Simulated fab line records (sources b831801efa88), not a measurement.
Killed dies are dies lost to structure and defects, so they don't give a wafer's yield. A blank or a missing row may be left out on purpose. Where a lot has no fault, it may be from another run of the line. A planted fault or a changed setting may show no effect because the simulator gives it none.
A lot that was struck, set against a sound lot :: flow sky130 :: 17 out of 708 route steps
Sound: these wafers, L240.3, L240.4, L240.6. Wafers L252.1, L252.3, L252.4 were the ones struck. The cause is given at the end.
For every step that has rows: the tool of each side, followed by ch and its chambers, followed by its first start. Under that, the readings that differ: sound wafers :: struck wafers :: difference of the means :: sigmas: that difference in standard deviations of wafers without a fault.
alike: same words and numbers on both sides, and readings whose means sit less than 2 such deviations apart. not compared: any withheld reading, any reading some wafer has no value for, any bound like >300 that may hide the same value, and any number with overlapping values for which the record gives no deviation.
The two part at a step that has a row with sigmas, a row that says differs or no value, or rows on one side only. Numbers that don't overlap but have no deviation are shown without sigmas and don't part them. Lack of a reading on every wafer of one side parts them only where that side has two or more wafers.

SKY_VIA1_CMP_02: polishes SiO2.
  sound on cmp-02 ch 1,2,3, day 32 14:10; struck on cmp-02 ch 1,2,3, day 36 17:55
  alike: motor-current-A, retaining-ring-pressure-frac, slurry-flow-ml-min
SKY_VIA1_BOW_MEAS_03:
  sound on film-metro-02 at day 32 14:24; struck on film-metro-04 at day 36 18:10
  alike: VIA1_BOW
then, 8 steps without rows for these wafers: SKY_VIA1_DEHYDRATE_04 (time 60 s); SKY_VIA1_HMDS_05 (prime time 60 s); SKY_VIA1_COAT_06 (resist thk 60 nm); SKY_VIA1_COAT_07 (resist thk 450 nm); SKY_VIA1_SOFTBAKE_08 (time 90 s); SKY_VIA1_EXPOSE_09 (exposes mask VIM, target cd 150 nm); SKY_VIA1_PEB_10; SKY_VIA1_DEVELOP_11 (develop time 60 s).
SKY_VIA1_CD_MEAS_12: target cd 150 nm.
  sound on cd-sem-02 at day 33 16:29; struck on cd-sem-02 at day 37 20:41
  alike: cd-nm
SKY_VIA1_OVL_MEAS_13:
  sound on overlay-01 at day 33 16:35; struck on overlay-01 at day 37 20:49
  alike: VIA1_OVL
SKY_VIA1_ETCH_14: etches BARC in N2/H2, stops on SiO2, time 45.9 s, target depth 60 nm.
  sound on rie-diel-01 ch 0,1, day 33 16:36; struck on rie-diel-01 ch 1,2,3, day 37 20:50
reading: oes-product-au (a.u.)
sound: 0.863 0.854 0.847
struck: 0.783 0.778 0.779
difference: -0.075
sigmas: -16

reading: run-length-s (s)
sound: 73.9 74.1 73.3
struck: 84.2 84.0 83.4
difference: +10.1
sigmas: +18

reading: model.KrF-thick_of_VIA1_COAT_07.thk-nm (nm)
sound: 392.7 391.8 393.6
struck: 383 383.2 383.5
difference: -9
sigmas: 
  alike: bias-w, drypump-motor-current-A, throttle-valve-pct
  not compared: rf-hours-counter-h
SKY_VIA1_ETCH_15: etches SiO2 in C4F8/O2/Ar, stops on TiN, target depth 351 nm, time 54 s.
  sound on rie-diel-01 ch 0,1, day 33 16:38; struck on rie-diel-01 ch 1,2,3, day 37 20:53
reading: model.KrF-thick_of_VIA1_COAT_07.thk-nm (nm)
sound: 322.1 319.7 323.1
struck: 310.5 311 310.6
difference: -10.9
sigmas: 
  alike: bias-w, oes-product-au, run-length-s
  not compared: rf-hours-counter-h
SKY_VIA1_STRIP_16: strips in O2/N2.
  sound on plasma-asher-04 ch 0,1, day 33 16:43; struck on plasma-asher-03 ch 0,1, day 37 20:56
reading: strip-time-to-endpoint-s (s)
sound: 4.458 4.434 4.488
struck: 4.334 4.346 4.329
difference: -0.124
sigmas: -5
  alike: drypump-motor-current-A, oes-product-au
  not compared: rf-hours-counter-h
then, 1 step without rows for these wafers: SKY_VIA1_STRIP_17 (strips in post etch residue remover, time 1200 s).
-- the record jumps here: 11 days lie between the struck wafers' starts before and after (it left off in module VIA1 and takes up again in module PAD_OPEN, whose first step shown is number 708 of the route) --
SKY_PAD_OPEN_PROBE_99:
  sound on prober-02 at day 45 14:26; struck on prober-01 at day 48 19:51
  alike: defect-limited-yield, killed_at_M0_to_M3, killed_at_M4_up, killed-at-contacts, killed-at-front-end, killed-at-other, killed-dies, killed-open, killed-short, sort_bin_3_pad_short, sort_bin_5_function, sort_bin_6_memory, sort-n-pass, sort-yield-pct

WHERE THEY PART
Earliest at SKY_VIA1_ETCH_14; latest, in this record, at SKY_VIA1_STRIP_16. Later steps at which nothing parts them and some readings are alike: SKY_PAD_OPEN_PROBE_99.

WHY: what the simulator had put in
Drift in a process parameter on rie-diel-01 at SKY_VIA1_ETCH_14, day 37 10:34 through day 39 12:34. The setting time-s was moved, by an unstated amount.
